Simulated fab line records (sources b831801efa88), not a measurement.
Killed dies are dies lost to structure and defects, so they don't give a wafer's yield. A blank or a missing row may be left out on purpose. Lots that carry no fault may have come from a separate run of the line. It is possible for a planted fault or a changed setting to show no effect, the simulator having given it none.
Matching of chambers + flow sky130 + 4 sister chambers for SKY_CONTACT_ETCH_17 on rie-diel-03
The step etches SiO2 in C4F8/O2/Ar, stops on Si3N4, target depth 340 nm. 4 wafers are shown with their chamber, then 9 later ones without.

== WAFERS, EACH WITH ITS CHAMBER ==
| wafer  | chamber | bias-w (W) |
|--------|---------|------------|
| L091.6 | 1       | 1200       |
| L094.1 | 3       | 1201       |
| L094.3 | 0       | 1200       |
| L094.5 | 2       | 1204       |

== WAFERS WHOSE CHAMBER IS MISSING ==
| wafer  | bias-w (W) |
|--------|------------|
| L093.1 | 1200       |
| L093.2 | 1196       |
| L093.4 | 1201       |
| L095.2 | 1195       |
| L095.3 | 1202       |
| L095.5 | 1197       |
| L096.1 | 1199       |
| L096.2 | 1199       |
| L096.4 | 1200       |

== THE CHAMBER EACH PASSED THROUGH ==
| wafer  | from the rows above               | in truth |
|--------|-----------------------------------|----------|
| L093.1 | can't be placed: 0 or 1 or 3 or 2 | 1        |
| L093.2 | can't be placed: 0 or 1 or 3 or 2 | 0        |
| L093.4 | can't be placed: 3 or 0 or 1 or 2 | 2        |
| L095.2 | can't be placed: 0 or 1 or 3 or 2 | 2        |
| L095.3 | can't be placed: 3 or 0 or 1 or 2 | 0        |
| L095.5 | can't be placed: 0 or 1 or 3 or 2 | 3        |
| L096.1 | can't be placed: 0 or 1 or 3 or 2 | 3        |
| L096.2 | can't be placed: 0 or 1 or 3 or 2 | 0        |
| L096.4 | can't be placed: 0 or 1 or 3 or 2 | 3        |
0 of 9 placed correctly. Unplaceable from these rows: 9, with the true chamber sitting among the candidates in 9. Wrongly placed: 0.
How it was worked out, from the rows above alone: a wafer's distance from a chamber is the root of the sum, over the readings, of the square of ((its reading less the chamber's mean) divided by the reading's scatter). The wafer belongs to the nearest chamber; if the next one is less than 2 further off, it can't be placed. A chamber's mean is the mean of its shown wafers. The scatter: root of mean squared gap, hidden wafer to nearest shown wafer, with one shown wafer a chamber.
